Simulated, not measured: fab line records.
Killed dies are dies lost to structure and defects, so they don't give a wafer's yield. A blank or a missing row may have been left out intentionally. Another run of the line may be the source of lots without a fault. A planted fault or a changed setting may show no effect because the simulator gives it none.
Problem report, 8D (eight disciplines) form, completed by code ; flow sky130 ; the parts of the form that need people (team, actions taken, sign-off) are left out

== 1. WHAT IS WRONG ==
oes product au at SKY_VIA1_ETCH_15 reads a mean of 0.832 a.u. on 3 wafers of 3 lots; wafers without a fault read 0.978 a.u. with a standard deviation of 0.0055. That is -27 standard deviations from the usual mean.
The step: etches SiO2 in C4F8/O2/Ar, stops on TiN, target depth 351 nm, time 54 s.
First observed at day 35 09:25: wafer L873.6, on rie diel-02. The record holds 34 wafers of 12 lots with a number at this step. Rule for "out", or "out of limits": more than 4 standard deviations from the usual mean. The rest of the wafers with a number are treated as sound.

== 2. WHAT IT IS AND WHAT IT IS NOT ==
question;is;is not
which readings at this step;oes product au;-
which lots;L873, L874, L876;L867, L870, L872, L881, L882, L883, L886, L889, L890
which wafers of those lots;L873.6, L874.2, L876.2;L873.1, L874.5, L876.3, L876.4
read on which tools;rie diel-01, rie diel-02;rie diel-03
when;from day 35 09:25;"up to then (10 sound wafers); but 21 sound wafers of L874, L876, L881, L882, L883, L886, L889, L890 came after"

== 3. WHAT RULES OUT EACH SUSPECT ==
Counting: any tool at a process step up to the reading remains a suspect provided it ran every lot that is out. Sound lots after the first of them don't rule it out here, since some wafers of a struck lot are sound.
- pvd sputter-02 at SKY_METAL1_SPUTTER_01 (material TiN, target thk 20 nm, time 16.7 s): kept. It ran every lot that is out, first L873 (day 33 01:54); its last sound lot up to then is L867 (day 30 21:04).
- cmp-01 at SKY_VIA1_CMP_02 (polishes SiO2): kept. It ran every lot that is out, first L873 (day 34 06:22); its last sound lot up to then is L872 (day 33 23:05).
After counting, pvd sputter-02 at SKY_METAL1_SPUTTER_01 and cmp-01 at SKY_VIA1_CMP_02 remain.

== 4. THE CAUSE (what the simulator had put in) ==
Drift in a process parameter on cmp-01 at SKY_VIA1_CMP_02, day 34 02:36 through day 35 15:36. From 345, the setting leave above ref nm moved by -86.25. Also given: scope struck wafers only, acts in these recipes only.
This tool is one of the 2 suspects left after counting.

== 5. THE CHAIN OF EFFECTS, in route order ==
Each row: a reading whose mean over the struck wafers that have a number lies more than 3 standard deviations from the usual. Only readings whose record carries a usual standard deviation are examined. hours: median over the lots of the time between each lot's start at the first step of this table that gives one and its start at this step. sigmas: the change, counted in usual standard deviations.
hours;step;reading;usual;on struck wafers;change;sigmas
0;SKY_VIA1_ETCH_15;oes product au;0.978 a.u.;0.832;-0.146;-27
Process steps it contains:
- SKY_VIA1_ETCH_15: etches SiO2 in C4F8/O2/Ar, stops on TiN, target depth 351 nm, time 54 s.

== 6. HOW IT WOULD HAVE BEEN CAUGHT EARLIER ==
In this record the first reading out of limits was taken at day 35 09:25, 31 hours after the fault began at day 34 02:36.
No tool reading at SKY_VIA1_CMP_02 that has a usual standard deviation in the record was out on any struck wafer, so an alarm limit of 4 standard deviations on those readings would not have fired.
L876, from the lots that are out (3), started SKY_VIA1_CMP_02 on cmp-01 later than day 35 09:25. A tool hold placed at that time would have kept it from harm.
